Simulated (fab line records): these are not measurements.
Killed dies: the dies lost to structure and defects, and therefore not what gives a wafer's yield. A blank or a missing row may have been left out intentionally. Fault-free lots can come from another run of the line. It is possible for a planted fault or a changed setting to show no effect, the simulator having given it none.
A sampling plan put to the test ; flow gf180mcu ; one line in one fab, 42 faults in these records, each fault weighed on the records of the lots it struck
What counts as the plan is the set of the line's own looks, namely the steps on the route at which a gauge or an inspection reads a wafer and does not change it. A look is open to judgement when struck wafers have a number at it and the file gives its usual mean and standard deviation on fault-free wafers. Caught: the struck wafers' mean, at a look after the fault's first step, is 4 or more of those standard deviations (sigma) away from the usual mean. On the tool: the same test on the tool's own readings at the fault's steps. Another recipe on the struck wafers, or a record that is blank for them alone, also counts as caught.

THE FAULTS, as the simulator had put them in
1. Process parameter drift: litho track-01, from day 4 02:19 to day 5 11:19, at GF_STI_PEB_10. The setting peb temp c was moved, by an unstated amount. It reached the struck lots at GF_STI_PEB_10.
2. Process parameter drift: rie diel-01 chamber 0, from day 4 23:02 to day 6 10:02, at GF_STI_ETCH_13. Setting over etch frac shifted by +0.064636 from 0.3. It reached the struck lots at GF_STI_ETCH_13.
3. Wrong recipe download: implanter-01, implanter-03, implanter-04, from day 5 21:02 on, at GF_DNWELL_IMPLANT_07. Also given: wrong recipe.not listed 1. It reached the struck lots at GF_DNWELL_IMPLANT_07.
4. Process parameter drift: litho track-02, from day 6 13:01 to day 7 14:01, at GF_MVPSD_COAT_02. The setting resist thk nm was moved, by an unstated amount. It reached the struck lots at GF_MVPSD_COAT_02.
5. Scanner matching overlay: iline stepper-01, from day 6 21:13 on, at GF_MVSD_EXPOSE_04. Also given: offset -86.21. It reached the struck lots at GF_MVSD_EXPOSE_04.
6. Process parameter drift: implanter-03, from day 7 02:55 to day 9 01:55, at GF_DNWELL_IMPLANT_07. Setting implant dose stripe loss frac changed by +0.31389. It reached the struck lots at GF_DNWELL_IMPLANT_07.
7. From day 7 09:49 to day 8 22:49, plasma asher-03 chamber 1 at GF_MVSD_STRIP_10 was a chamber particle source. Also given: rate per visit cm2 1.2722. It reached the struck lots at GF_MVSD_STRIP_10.
8. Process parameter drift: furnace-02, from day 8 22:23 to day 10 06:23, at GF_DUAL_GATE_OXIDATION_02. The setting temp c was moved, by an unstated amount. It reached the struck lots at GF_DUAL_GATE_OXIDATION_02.
9. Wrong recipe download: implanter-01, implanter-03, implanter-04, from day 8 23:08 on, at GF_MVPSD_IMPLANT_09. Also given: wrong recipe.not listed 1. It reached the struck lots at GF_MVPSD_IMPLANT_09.
10. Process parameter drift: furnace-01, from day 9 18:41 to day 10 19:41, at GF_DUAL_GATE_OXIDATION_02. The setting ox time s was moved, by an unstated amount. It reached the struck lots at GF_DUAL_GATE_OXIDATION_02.
11. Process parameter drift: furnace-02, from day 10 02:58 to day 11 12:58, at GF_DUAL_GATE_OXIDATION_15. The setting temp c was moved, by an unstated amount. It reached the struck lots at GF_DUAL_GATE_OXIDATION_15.
12. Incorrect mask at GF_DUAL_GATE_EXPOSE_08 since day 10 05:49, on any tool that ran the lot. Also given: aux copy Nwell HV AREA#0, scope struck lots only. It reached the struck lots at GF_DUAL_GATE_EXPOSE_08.
13. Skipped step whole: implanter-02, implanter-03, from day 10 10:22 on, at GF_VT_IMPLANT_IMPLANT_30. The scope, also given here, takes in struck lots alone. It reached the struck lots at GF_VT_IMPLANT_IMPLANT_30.
14. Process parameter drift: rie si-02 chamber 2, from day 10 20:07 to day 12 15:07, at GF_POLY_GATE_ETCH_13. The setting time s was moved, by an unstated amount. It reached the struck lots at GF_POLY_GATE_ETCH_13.
15. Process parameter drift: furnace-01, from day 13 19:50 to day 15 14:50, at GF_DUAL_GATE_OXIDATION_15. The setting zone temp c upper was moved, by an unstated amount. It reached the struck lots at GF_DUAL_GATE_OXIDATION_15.
16. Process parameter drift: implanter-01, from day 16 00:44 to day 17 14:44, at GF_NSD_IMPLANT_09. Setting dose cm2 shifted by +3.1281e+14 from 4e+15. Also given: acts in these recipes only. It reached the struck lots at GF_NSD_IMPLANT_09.
17. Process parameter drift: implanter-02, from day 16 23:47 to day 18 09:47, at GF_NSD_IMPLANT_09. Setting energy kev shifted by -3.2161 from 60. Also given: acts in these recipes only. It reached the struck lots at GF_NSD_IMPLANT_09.
18. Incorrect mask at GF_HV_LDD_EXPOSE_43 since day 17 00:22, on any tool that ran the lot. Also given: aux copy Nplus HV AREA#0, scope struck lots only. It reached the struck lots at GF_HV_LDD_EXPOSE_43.
19. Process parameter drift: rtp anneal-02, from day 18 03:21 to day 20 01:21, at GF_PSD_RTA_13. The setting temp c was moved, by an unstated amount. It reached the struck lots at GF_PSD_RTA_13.
20. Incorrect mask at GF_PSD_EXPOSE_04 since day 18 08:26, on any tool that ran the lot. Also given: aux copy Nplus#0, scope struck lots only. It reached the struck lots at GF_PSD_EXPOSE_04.
21. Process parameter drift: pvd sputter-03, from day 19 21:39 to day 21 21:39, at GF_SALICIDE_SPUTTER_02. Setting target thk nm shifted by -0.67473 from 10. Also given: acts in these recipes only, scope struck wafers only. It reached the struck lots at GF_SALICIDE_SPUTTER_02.
22. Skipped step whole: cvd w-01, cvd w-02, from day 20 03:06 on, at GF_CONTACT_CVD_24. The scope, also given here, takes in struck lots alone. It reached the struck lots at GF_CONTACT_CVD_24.
23. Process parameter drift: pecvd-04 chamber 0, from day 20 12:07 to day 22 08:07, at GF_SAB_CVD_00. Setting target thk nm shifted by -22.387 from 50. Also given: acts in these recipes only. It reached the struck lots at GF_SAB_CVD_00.
24. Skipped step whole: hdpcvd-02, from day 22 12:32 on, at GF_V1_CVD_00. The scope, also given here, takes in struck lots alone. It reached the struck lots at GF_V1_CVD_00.
25. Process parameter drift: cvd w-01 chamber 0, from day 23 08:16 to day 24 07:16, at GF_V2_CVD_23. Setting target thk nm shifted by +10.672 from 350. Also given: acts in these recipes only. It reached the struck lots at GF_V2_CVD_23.
26. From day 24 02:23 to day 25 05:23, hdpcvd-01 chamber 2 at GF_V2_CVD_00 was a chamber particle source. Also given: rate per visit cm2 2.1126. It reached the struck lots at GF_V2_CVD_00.
27. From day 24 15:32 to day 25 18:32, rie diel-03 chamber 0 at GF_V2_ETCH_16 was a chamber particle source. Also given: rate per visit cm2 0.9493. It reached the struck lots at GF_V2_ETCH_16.
28. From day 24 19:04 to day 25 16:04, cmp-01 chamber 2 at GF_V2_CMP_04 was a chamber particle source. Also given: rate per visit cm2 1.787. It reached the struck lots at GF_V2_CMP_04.
29. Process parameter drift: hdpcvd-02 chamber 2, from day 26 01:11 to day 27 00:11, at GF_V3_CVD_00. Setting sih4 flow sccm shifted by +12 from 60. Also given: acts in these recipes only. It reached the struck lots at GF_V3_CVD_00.
30. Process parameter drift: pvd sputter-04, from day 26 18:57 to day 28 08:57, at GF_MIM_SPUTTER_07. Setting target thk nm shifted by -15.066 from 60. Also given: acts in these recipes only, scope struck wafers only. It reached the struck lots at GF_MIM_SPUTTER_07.
31. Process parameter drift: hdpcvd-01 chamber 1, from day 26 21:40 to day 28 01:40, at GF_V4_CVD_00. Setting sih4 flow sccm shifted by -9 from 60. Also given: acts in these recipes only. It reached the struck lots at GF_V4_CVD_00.
32. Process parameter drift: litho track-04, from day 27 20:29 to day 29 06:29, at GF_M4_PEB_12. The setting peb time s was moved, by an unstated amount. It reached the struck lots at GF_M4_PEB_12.
33. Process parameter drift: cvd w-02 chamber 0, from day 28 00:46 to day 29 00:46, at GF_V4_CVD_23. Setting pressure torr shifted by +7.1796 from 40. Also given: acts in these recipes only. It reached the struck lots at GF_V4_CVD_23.
34. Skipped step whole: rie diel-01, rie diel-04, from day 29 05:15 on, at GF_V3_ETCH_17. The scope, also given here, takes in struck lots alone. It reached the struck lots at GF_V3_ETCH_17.
35. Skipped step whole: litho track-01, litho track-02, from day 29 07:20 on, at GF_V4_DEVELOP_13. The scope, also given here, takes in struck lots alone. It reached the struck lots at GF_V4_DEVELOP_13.
36. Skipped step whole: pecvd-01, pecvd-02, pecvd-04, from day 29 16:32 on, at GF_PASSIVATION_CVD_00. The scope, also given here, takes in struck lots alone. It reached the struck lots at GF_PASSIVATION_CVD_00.
37. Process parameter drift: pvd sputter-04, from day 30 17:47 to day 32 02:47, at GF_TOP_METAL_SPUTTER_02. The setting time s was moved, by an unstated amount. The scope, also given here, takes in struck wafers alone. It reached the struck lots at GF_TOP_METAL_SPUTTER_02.
38. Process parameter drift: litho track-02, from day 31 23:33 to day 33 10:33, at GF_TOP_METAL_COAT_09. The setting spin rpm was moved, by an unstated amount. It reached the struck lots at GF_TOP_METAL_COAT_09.
39. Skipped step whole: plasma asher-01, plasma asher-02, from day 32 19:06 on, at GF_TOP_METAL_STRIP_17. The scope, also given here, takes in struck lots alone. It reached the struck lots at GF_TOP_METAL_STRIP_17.
40. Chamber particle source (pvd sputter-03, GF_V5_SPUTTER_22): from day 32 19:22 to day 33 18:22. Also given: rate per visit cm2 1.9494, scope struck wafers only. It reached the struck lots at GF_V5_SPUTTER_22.
41. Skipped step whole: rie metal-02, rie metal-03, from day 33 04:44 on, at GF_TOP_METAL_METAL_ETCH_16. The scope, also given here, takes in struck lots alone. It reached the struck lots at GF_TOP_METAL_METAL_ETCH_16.
42. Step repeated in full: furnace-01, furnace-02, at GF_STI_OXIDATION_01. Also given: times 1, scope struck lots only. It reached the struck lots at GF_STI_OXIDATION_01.

WHAT THE PLAN SAW
fault;on the tool itself;first look that catches it;reading, sigma;median hours from its first step to that look;hours from the fault's start to the first struck lot there;judged looks passed uncaught
1;heater power total W +28 sigma;GF_STI_CD_MEAS_12;cd nm -4.4;0.3;8;0
2;only faintly: oes product au -2.7 sigma;none of the 4 looks that can be judged after it;-;-;-;4
3;under 2 sigma;GF_DNWELL_TW_MEAS_09;DNWELL_TW +99 or beyond;0.2;1;0
4;under 2 sigma;none of the 2 looks that can be judged after it;-;-;-;2
5;no reading that can be judged;GF_MVSD_OVL_MEAS_07;MVSD_OVL -72;7.7;9;0
6;under 2 sigma;GF_DNWELL_TW_MEAS_09;DNWELL_TW -10;0.2;3;0
7;under 2 sigma;no look after it can be judged;-;-;-;0
8;spike tc lower C +8.5 sigma;GF_DUAL_GATE_THK_MEAS_03;DUAL_GATE_OXIDATION_00_THK +5.7;1.4;5;0
9;under 2 sigma;GF_MVPSD_TW_MEAS_11;MVPSD_TW +31;0.2;4;0
10;under 2 sigma;GF_DUAL_GATE_THK_MEAS_03;DUAL_GATE_OXIDATION_00_THK +5.9;1.4;7;0
11;tube center temp C +53 sigma;no look after it can be judged;-;-;-;0
12;under 2 sigma;no look after it can be judged;-;-;-;0
13;the tool's record is blank for the struck wafers;GF_VT_IMPLANT_TW_MEAS_32;VT_IMPLANT_3_TW -99 or beyond;0.2;7;0
14;run length s +15 sigma;no look after it can be judged;-;-;-;0
15;spike tc upper C -23 sigma;no look after it can be judged;-;-;-;0
16;dose ions cm2 +66 sigma;GF_PSD_RS_MEAS_14;NSD_RS -4.4;24.0;32;0
17;beam energy keV -99 or beyond sigma;GF_PSD_RS_MEAS_14;NSD_RS +11;24.6;25;0
18;under 2 sigma;GF_HV_LDD_TW_MEAS_50;HV_LDD_4_TW -99 or beyond;11.1;16;0
19;wafer_temp_C_max +7.2 sigma;GF_PSD_RS_MEAS_14;NSD_RS -12;0.1;5;0
20;under 2 sigma;GF_PSD_TW_MEAS_11;PSD_TW -99 or beyond;12.2;21;0
21;under 2 sigma;GF_SALICIDE_RS_MEAS_04;SALICIDE_TIN_RS +4.0;0.1;9;0
22;the tool's record is blank for the struck wafers;GF_CONTACT_RS_MEAS_25;CONTACT_W_RS +99 or beyond;0.1;1;0
23;under 2 sigma;GF_SAB_THK_MEAS_01;SAB_CVD_00_THK -32;0.0;25;0
24;the tool's record is blank for the struck wafers;not the one look that can be judged after it;strongest: V1_BOW at GF_V1_BOW_MEAS_05, -3.7;-;-;1
25;under 2 sigma;not the one look that can be judged after it;-;-;-;1
26;under 2 sigma;not the one look that can be judged after it;-;-;-;1
27;under 2 sigma;no look after it can be judged;-;-;-;0
28;under 2 sigma;none of the 7 looks that can be judged after it;strongest: cd nm at GF_V2_CD_MEAS_14, -2.0;-;-;7
29;sih4 flow sccm +63 sigma;GF_V3_THK_MEAS_01;V3_CVD_00_THK +12;0.1;8;0
30;under 2 sigma;none of the 2 looks that can be judged after it;-;-;-;2
31;sih4 flow sccm -50 sigma;GF_V4_THK_MEAS_01;V4_CVD_00_THK -14;0.1;17;0
32;heater power total W +67 sigma;GF_M4_CD_MEAS_14;cd nm +6.1;0.3;17;0
33;chamber pressure Torr +78 sigma;GF_V4_RS_MEAS_24;V4_W_RS -4.7;0.1;2;0
34;the tool's record is blank for the struck wafers;no look after it can be judged;-;-;-;0
35;no reading that can be judged;no look after it can be judged;-;-;-;0
36;the tool's record is blank for the struck wafers;not the one look that can be judged after it;strongest: PASSIVATION_BOW at GF_PASSIVATION_BOW_MEAS_14, -3.8;-;-;1
37;under 2 sigma;GF_TOP_METAL_RS_MEAS_05;TOP_METAL_ALCU_RS +10;0.1;3;0
38;spin speed rpm +99 or beyond sigma;not the one look that can be judged after it;strongest: cd nm at GF_TOP_METAL_CD_MEAS_14, -3.3;-;-;1
39;no reading that can be judged;no look after it can be judged;-;-;-;0
40;under 2 sigma;no look after it can be judged;-;-;-;0
41;the tool's record is blank for the struck wafers;no look after it can be judged;-;-;-;0
42;under 2 sigma;GF_STI_THK_MEAS_02;STI_OXIDATION_THK +34;3.9;-;0
A dash: the fault isn't caught, or these records don't give the number.

Caught at a look: 22 of 42. Caught on the tool: 19 of 42. By one or the other: 30 of 42.
On the tool alone, faults 11, 14, 15, 24, 34, 36, 38, 41 were caught.
Caught at a look alone: faults 3, 5, 6, 9, 10, 18, 20, 21, 23, 37, 42.
Caught by neither: faults 2, 4, 7, 12, 25, 26, 27, 28, 30, 35, 39, 40.

THINNER SAMPLING
Were the look that catches a fault to measure just every second or every third lot (counted by lot number), the first struck lot would, at worst, be measured this late:
fault;struck lots at that look, in order of time;every lot;every second lot;every third lot
1;L493, L497;8 h;may miss all 2;may miss all 2
3;L439, L440, L441, L442;1 h;6 h;13 h
5;L944, L945, L946, L947;9 h;22 h;23 h
6;L905, L906, L907;3 h;8 h;14 h
8;L564, L566;5 h;may miss all 2;may miss all 2
9;L563, L564, L565, L566;4 h;10 h;16 h
10;L538, L539;7 h;20 h;may miss all 2
13;L184, L185, L186;7 h;8 h;15 h
16;L785, L789;32 h;may miss all 2;may miss all 2
17;L189, L192;25 h;54 h;may miss all 2
18;L673;16 h;may miss it;may miss it
19;L832, L835;5 h;32 h;may miss all 2
20;L708;21 h;may miss it;may miss it
21;L679, L684;9 h;44 h;may miss all 2
22;L945, L946, L947;1 h;8 h;12 h
23;L680;25 h;may miss it;may miss it
29;L416, L417;8 h;12 h;may miss all 2
31;L182;17 h;may miss it;may miss it
32;L316, L317;17 h;26 h;may miss all 2
33;L919, L920;2 h;8 h;may miss all 2
37;L512, L513, L515;3 h;6 h;may miss all 3
Hours are from the fault's start to the first struck lot that is measured. 4 sigma limit: tested on the pooled struck wafers, so a lone lot may be under it. Other struck lots may not be in these records.

THE LONGEST TIMED WAY FROM STEP TO LOOK
In fault 17, a median of 24.6 hours elapses between GF_NSD_IMPLANT_09 and GF_PSD_RS_MEAS_14. No look between them can be judged.
